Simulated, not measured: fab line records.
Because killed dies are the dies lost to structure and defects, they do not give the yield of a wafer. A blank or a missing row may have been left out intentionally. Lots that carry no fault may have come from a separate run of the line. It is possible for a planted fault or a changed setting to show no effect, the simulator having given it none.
A sampling plan put to the test + flow sfq-line + one fab line, 47 faults that these records tell of, each judged on the records of the lots that it struck; 1 more is left out, because the records don't allow judging it
The line's own looks make up the plan; these are the steps of the route where a gauge or inspection reads the wafer and leaves it unchanged. A look is open to judgement when struck wafers have a number at it and the file gives its usual mean and standard deviation on fault-free wafers. Caught: the struck wafers' mean, at a look after the fault's first step, is 4 or more of those standard deviations (sigma) away from the usual mean. On the tool: here the same test is run on the tool's own readings at the fault's steps. A different recipe on the struck wafers counts as caught too, as does a record blank only for those wafers.

== THE FAULTS, as the simulator had put them in ==
1. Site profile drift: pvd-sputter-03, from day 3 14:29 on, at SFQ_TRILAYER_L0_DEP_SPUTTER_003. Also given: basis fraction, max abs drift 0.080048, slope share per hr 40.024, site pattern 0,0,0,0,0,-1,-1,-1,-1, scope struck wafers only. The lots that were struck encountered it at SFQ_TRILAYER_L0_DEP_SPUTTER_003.
2. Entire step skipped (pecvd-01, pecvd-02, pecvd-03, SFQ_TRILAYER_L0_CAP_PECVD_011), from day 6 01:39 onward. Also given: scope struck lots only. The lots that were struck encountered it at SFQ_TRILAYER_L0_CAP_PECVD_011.
3. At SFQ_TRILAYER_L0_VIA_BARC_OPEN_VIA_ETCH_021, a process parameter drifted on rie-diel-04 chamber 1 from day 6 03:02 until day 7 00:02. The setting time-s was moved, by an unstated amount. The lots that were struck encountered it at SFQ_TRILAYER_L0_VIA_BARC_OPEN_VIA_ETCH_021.
4. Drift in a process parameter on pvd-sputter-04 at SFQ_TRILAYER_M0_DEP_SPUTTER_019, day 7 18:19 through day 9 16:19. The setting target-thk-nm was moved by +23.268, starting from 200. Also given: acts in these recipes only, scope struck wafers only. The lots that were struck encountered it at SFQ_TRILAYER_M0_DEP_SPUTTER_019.
5. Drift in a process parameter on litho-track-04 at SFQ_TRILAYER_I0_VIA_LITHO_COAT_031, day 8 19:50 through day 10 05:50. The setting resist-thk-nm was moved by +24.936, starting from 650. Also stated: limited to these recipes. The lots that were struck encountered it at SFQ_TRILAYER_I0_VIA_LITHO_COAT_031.
6. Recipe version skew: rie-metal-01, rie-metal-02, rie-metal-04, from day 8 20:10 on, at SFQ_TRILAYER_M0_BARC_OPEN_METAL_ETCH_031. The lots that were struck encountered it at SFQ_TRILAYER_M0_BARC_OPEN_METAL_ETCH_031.
7. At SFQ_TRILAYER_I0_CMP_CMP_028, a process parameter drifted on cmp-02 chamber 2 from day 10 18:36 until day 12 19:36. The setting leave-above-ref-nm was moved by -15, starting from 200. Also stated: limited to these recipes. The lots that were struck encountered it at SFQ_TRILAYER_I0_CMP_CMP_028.
8. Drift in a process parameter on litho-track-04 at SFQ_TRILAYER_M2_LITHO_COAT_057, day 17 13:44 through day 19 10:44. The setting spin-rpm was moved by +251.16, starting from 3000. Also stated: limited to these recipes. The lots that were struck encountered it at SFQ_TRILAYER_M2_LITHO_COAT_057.
9. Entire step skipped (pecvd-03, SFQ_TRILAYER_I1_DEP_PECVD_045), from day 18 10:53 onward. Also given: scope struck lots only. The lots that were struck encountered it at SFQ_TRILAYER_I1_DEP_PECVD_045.
10. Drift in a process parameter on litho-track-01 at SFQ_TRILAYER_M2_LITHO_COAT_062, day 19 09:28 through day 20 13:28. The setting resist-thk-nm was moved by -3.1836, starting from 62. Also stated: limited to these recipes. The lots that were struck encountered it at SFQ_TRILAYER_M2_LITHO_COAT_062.
11. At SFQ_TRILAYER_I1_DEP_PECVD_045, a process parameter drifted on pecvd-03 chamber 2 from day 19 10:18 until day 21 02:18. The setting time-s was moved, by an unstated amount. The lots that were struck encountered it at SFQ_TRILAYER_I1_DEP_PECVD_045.
12. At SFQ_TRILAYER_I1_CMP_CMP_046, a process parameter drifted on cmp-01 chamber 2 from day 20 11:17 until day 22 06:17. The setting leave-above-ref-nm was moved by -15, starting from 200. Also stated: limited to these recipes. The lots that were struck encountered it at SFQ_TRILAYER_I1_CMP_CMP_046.
13. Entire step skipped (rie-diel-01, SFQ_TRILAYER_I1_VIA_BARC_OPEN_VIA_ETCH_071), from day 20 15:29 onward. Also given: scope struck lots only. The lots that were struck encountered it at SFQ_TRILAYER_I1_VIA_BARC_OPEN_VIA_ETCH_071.
14. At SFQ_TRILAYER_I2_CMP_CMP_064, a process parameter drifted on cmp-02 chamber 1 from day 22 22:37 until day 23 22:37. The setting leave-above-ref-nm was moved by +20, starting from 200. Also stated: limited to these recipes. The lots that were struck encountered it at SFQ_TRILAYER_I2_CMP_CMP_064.
15. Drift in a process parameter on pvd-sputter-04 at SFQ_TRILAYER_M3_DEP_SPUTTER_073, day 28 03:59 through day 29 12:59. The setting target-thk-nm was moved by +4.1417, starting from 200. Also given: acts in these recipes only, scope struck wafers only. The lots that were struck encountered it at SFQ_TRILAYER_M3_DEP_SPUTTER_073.
16. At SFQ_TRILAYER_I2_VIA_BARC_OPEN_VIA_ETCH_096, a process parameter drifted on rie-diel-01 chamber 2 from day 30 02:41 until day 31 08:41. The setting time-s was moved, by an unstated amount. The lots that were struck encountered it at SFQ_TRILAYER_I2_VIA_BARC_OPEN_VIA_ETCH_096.
17. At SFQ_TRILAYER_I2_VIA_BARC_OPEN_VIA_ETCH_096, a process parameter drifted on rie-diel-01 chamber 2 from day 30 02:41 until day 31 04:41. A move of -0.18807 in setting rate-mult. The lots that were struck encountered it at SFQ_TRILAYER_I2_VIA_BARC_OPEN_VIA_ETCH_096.
18. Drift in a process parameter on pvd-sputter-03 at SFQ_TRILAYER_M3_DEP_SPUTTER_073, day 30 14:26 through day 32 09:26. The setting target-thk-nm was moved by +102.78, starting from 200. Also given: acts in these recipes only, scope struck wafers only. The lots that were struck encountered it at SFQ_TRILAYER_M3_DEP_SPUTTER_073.
19. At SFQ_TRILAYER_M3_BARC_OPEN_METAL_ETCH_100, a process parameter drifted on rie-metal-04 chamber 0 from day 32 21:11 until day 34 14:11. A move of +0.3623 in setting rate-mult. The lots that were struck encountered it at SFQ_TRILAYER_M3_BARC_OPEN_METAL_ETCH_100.
20. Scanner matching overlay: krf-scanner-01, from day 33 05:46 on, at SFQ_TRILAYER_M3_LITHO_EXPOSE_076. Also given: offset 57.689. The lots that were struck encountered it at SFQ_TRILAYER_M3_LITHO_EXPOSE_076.
21. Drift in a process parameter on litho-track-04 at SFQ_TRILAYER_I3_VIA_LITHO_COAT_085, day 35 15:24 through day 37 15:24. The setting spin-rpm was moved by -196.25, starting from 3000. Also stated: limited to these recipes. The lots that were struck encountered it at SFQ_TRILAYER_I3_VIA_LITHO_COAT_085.
22. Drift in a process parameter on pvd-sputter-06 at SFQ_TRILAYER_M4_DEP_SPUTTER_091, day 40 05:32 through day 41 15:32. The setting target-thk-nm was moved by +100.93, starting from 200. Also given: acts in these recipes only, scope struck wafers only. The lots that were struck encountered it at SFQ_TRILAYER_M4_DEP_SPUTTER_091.
23. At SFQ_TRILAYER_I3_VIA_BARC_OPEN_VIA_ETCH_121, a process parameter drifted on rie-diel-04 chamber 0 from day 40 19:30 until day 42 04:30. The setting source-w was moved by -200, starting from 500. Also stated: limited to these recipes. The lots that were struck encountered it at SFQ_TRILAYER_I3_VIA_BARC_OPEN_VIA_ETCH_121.
24. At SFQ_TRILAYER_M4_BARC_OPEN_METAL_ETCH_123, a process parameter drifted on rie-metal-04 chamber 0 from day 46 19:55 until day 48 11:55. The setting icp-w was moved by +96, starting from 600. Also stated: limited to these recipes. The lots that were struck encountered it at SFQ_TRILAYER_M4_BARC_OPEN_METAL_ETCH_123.
25. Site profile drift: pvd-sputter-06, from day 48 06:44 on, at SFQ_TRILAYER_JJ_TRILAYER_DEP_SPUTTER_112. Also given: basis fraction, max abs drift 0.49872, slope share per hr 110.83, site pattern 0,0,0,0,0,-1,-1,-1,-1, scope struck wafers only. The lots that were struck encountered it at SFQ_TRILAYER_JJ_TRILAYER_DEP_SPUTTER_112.
26. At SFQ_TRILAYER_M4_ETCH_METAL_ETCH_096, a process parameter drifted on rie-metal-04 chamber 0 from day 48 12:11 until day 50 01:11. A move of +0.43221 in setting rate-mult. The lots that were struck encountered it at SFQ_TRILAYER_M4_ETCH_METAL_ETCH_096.
27. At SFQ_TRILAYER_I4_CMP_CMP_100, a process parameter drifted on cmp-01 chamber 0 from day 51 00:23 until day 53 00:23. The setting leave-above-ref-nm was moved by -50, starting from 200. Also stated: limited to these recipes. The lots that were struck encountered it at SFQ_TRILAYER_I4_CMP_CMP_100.
28. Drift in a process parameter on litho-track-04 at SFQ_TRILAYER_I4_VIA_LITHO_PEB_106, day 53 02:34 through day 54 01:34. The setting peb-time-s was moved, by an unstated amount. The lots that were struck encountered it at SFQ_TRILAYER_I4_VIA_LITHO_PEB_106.
29. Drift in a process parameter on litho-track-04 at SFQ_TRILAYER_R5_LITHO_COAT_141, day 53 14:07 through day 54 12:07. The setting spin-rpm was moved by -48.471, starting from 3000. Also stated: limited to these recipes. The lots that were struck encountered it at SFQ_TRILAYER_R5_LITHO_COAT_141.
30. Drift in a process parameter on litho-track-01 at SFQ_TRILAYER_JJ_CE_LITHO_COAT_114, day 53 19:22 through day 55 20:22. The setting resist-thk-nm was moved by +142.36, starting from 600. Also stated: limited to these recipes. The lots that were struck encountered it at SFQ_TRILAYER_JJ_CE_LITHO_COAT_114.
31. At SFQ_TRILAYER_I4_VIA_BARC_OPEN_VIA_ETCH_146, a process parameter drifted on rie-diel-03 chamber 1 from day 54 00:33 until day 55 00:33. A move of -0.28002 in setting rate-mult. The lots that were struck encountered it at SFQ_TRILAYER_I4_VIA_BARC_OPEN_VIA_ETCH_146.
32. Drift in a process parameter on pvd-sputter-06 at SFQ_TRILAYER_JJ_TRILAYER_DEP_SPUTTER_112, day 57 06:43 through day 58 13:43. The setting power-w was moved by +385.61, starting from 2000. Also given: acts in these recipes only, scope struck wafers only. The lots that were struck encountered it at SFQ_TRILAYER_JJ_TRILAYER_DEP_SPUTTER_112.
33. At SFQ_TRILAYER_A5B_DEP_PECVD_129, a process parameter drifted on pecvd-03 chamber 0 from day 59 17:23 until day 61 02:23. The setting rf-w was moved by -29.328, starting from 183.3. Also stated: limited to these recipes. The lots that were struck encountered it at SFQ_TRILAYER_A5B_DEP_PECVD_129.
34. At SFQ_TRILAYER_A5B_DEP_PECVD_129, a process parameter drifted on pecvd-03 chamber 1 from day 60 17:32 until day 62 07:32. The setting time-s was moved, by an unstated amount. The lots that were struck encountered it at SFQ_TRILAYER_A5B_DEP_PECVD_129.
35. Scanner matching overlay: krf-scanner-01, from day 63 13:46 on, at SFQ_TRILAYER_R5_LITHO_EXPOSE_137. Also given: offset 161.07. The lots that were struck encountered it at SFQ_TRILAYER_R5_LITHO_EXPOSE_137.
36. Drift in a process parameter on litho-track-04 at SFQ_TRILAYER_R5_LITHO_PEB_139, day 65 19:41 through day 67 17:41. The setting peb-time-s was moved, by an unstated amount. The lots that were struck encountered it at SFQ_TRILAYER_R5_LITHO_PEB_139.
37. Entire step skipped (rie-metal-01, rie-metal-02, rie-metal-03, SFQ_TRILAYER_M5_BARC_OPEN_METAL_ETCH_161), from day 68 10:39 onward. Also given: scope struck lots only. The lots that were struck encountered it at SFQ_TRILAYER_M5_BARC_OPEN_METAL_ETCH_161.
38. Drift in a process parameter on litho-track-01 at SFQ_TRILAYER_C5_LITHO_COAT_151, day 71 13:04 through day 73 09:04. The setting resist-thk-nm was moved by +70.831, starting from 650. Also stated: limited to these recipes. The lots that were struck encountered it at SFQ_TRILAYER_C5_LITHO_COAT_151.
39. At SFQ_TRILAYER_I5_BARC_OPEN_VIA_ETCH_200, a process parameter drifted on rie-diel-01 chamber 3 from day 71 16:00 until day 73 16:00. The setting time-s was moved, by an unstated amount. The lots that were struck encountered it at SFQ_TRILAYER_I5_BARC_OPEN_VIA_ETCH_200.
40. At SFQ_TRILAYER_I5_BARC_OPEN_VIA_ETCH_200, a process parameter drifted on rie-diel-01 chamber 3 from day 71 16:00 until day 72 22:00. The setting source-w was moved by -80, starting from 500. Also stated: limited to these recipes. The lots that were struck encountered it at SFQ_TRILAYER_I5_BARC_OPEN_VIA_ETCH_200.
41. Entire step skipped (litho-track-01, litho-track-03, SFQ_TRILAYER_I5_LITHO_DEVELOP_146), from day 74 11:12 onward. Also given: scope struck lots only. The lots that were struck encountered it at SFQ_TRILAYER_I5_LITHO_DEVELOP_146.
42. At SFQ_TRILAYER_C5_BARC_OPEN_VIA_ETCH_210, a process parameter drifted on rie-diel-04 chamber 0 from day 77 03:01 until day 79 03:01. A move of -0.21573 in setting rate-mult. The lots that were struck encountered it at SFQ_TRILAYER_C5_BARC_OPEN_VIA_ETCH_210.
43. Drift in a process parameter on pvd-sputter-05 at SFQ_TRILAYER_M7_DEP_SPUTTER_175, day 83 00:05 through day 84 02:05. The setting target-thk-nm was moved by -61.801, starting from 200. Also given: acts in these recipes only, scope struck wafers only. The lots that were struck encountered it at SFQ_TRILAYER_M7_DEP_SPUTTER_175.
44. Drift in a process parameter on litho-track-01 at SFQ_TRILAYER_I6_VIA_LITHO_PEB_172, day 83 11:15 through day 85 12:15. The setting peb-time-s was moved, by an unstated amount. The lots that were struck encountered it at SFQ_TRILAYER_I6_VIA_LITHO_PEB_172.
45. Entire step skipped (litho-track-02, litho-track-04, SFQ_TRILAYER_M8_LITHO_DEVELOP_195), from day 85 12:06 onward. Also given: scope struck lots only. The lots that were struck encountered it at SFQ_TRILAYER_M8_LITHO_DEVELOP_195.
46. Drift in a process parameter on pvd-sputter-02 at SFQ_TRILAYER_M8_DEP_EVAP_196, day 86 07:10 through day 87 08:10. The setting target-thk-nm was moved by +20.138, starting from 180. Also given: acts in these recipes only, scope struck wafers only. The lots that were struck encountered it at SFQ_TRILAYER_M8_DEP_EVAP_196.
47. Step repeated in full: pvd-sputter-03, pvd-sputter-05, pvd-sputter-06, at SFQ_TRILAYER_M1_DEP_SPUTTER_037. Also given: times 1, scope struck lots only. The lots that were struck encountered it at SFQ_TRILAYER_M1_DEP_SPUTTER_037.

== WHAT THE PLAN SAW ==
| fault | on the tool itself                               | first look that catches it                      | reading, sigma                                 | median hours from its first step to that look | hours from the fault's start to the first struck lot there | judged looks passed uncaught |
|-------|--------------------------------------------------|-------------------------------------------------|------------------------------------------------|-----------------------------------------------|------------------------------------------------------------|------------------------------|
| 1     | only faintly: throttle-valve-pct +2.2 sigma      | SFQ_L0_RS_MEAS_901                              | L0_MONX_KI_RS +4.1                             | 0.1                                           | 10                                                         | 0                            |
| 2     | the tool's record is blank for the struck wafers | no look after it can be judged                  | -                                              | -                                             | -                                                          | 0                            |
| 3     | run-length-s +25 sigma                           | no look after it can be judged                  | -                                              | -                                             | -                                                          | 0                            |
| 4     | under 2 sigma                                    | SFQ_M0_RS_MEAS_904                              | M0_NB_RS -8.6                                  | 0.1                                           | 1                                                          | 0                            |
| 5     | no reading that can be judged                    | not the one look that can be judged after it    | -                                              | -                                             | -                                                          | 1                            |
| 6     | oes-product-au +27 sigma                         | no look after it can be judged                  | -                                              | -                                             | -                                                          | 0                            |
| 7     | under 2 sigma                                    | none of the 2 looks that can be judged after it | -                                              | -                                             | -                                                          | 2                            |
| 8     | spin-speed-rpm +99 or beyond sigma               | not the one look that can be judged after it    | -                                              | -                                             | -                                                          | 1                            |
| 9     | the tool's record is blank for the struck wafers | no look after it can be judged                  | -                                              | -                                             | -                                                          | 0                            |
| 10    | no reading that can be judged                    | no look after it can be judged                  | -                                              | -                                             | -                                                          | 0                            |
| 11    | run-length-s +29 sigma                           | not the one look that can be judged after it    | -                                              | -                                             | -                                                          | 1                            |
| 12    | under 2 sigma                                    | not the one look that can be judged after it    | -                                              | -                                             | -                                                          | 1                            |
| 13    | the tool's record is blank for the struck wafers | not the one look that can be judged after it    | -                                              | -                                             | -                                                          | 1                            |
| 14    | under 2 sigma                                    | no look after it can be judged                  | -                                              | -                                             | -                                                          | 0                            |
| 15    | under 2 sigma                                    | none of the 5 looks that can be judged after it | strongest: I3_OVL at SFQ_I3_OVL_MEAS_923, -2.0 | -                                             | -                                                          | 5                            |
| 16    | run-length-s +20 sigma                           | no look after it can be judged                  | -                                              | -                                             | -                                                          | 0                            |
| 17    | under 2 sigma                                    | no look after it can be judged                  | -                                              | -                                             | -                                                          | 0                            |
| 18    | under 2 sigma                                    | SFQ_M3_RS_MEAS_919                              | M3_NB_RS -32                                   | 0.1                                           | 33                                                         | 0                            |
| 19    | under 2 sigma                                    | no look after it can be judged                  | -                                              | -                                             | -                                                          | 0                            |
| 20    | no reading that can be judged                    | SFQ_M3_OVL_MEAS_921                             | M3_OVL +10                                     | 1.4                                           | 6                                                          | 0                            |
| 21    | spin-speed-rpm -97 sigma                         | not the one look that can be judged after it    | -                                              | -                                             | -                                                          | 1                            |
| 22    | under 2 sigma                                    | SFQ_M4_RS_MEAS_924                              | M4_NB_RS -34                                   | 0.1                                           | 3                                                          | 0                            |
| 23    | rf-fwd-power-W -82 sigma                         | no look after it can be judged                  | -                                              | -                                             | -                                                          | 0                            |
| 24    | rf-fwd-power-W +37 sigma                         | no look after it can be judged                  | -                                              | -                                             | -                                                          | 0                            |
| 25    | under 2 sigma                                    | SFQ_JJ_RS_MEAS_929                              | JJ_NB_RS +41                                   | 0.1                                           | 74                                                         | 0                            |
| 26    | under 2 sigma                                    | no look after it can be judged                  | -                                              | -                                             | -                                                          | 0                            |
| 27    | time-to-endpoint-s +4.5 sigma                    | no look after it can be judged                  | -                                              | -                                             | -                                                          | 0                            |
| 28    | heater-power-total-W +87 sigma                   | not the one look that can be judged after it    | -                                              | -                                             | -                                                          | 1                            |
| 29    | spin-speed-rpm -25 sigma                         | not the one look that can be judged after it    | -                                              | -                                             | -                                                          | 1                            |
| 30    | under 2 sigma                                    | not the one look that can be judged after it    | -                                              | -                                             | -                                                          | 1                            |
| 31    | under 2 sigma                                    | no look after it can be judged                  | -                                              | -                                             | -                                                          | 0                            |
| 32    | cathode-dc-power-W +99 or beyond sigma           | SFQ_JJ_RS_MEAS_929                              | JJ_NB_RS -15                                   | 0.1                                           | 27                                                         | 0                            |
| 33    | rf-fwd-power-W -51 sigma                         | no look after it can be judged                  | -                                              | -                                             | -                                                          | 0                            |
| 34    | run-length-s +15 sigma                           | no look after it can be judged                  | -                                              | -                                             | -                                                          | 0                            |
| 35    | under 2 sigma                                    | SFQ_R5_OVL_MEAS_935                             | R5_OVL +28                                     | 1.4                                           | 97                                                         | 0                            |
| 36    | no reading that can be judged                    | not the one look that can be judged after it    | -                                              | -                                             | -                                                          | 1                            |
| 37    | the tool's record is blank for the struck wafers | not the one look that can be judged after it    | -                                              | -                                             | -                                                          | 1                            |
| 38    | under 2 sigma                                    | not the one look that can be judged after it    | -                                              | -                                             | -                                                          | 1                            |
| 39    | oes-product-au +30 sigma                         | no look after it can be judged                  | -                                              | -                                             | -                                                          | 0                            |
| 40    | rf-fwd-power-W -44 sigma                         | no look after it can be judged                  | -                                              | -                                             | -                                                          | 0                            |
| 41    | no reading that can be judged                    | no look after it can be judged                  | -                                              | -                                             | -                                                          | 0                            |
| 42    | under 2 sigma                                    | no look after it can be judged                  | -                                              | -                                             | -                                                          | 0                            |
| 43    | under 2 sigma                                    | SFQ_M7_RS_MEAS_943                              | M7_NB_RS +43                                   | 0.1                                           | 4                                                          | 0                            |
| 44    | under 2 sigma                                    | not the one look that can be judged after it    | -                                              | -                                             | -                                                          | 1                            |
| 45    | no reading that can be judged                    | no look after it can be judged                  | -                                              | -                                             | -                                                          | 0                            |
| 46    | no reading that can be judged                    | SFQ_M8_RS_MEAS_949                              | M8_AU_RS -9.2                                  | 0.5                                           | 8                                                          | 0                            |
| 47    | under 2 sigma                                    | SFQ_M1_RS_MEAS_909                              | M1_NB_RS -40                                   | 0.4                                           | -                                                          | 0                            |
A dash: the fault isn't caught, or these records don't give the number.

Caught at a look: 11 of 47. Caught on the tool: 20 of 47. By one or the other: 30 of 47.
Faults 2, 3, 6, 8, 9, 11, 13, 16, 21, 23, 24, 27, 28, 29, 33, 34, 37, 39, 40 were caught on the tool alone.
Caught at a look alone: faults 1, 4, 18, 20, 22, 25, 35, 43, 46, 47.
Caught by neither: faults 5, 7, 10, 12, 14, 15, 17, 19, 26, 30, 31, 36, 38, 41, 42, 44, 45.

== THINNER SAMPLING ==
In the worst case, this is how late the first struck lot would be measured if the look that catches a fault measured only every second or every third lot, by lot number:
| fault | struck lots at that look, in order of time | every lot | every second lot | every third lot |
|-------|--------------------------------------------|-----------|------------------|-----------------|
| 1     | L834, L835                                 | 10 h      | 15 h             | may miss all 2  |
| 4     | L663, L665                                 | 1 h       | may miss all 2   | may miss all 2  |
| 18    | L605                                       | 33 h      | may miss it      | may miss it     |
| 20    | L169, L170                                 | 6 h       | 23 h             | may miss all 2  |
| 22    | L191, L194                                 | 3 h       | 21 h             | may miss all 2  |
| 25    | L535, L537                                 | 74 h      | may miss all 2   | may miss all 2  |
| 32    | L130                                       | 27 h      | may miss it      | may miss it     |
| 35    | L985, L986                                 | 97 h      | 127 h            | may miss all 2  |
| 43    | L221, L222                                 | 4 h       | 22 h             | may miss all 2  |
| 46    | L992                                       | 8 h       | may miss it      | may miss it     |
Hours are from the fault's start to the first struck lot that is measured. The limit of 4 sigma was tested on all struck wafers together, so one lot alone may lie under it. Other struck lots may not be in these records.

== THE LONGEST TIMED WAY FROM STEP TO LOOK ==
For fault 20, SFQ_TRILAYER_M3_LITHO_EXPOSE_076 and SFQ_M3_OVL_MEAS_921 are separated by a median of 1.4 hours. No look between them can be judged.
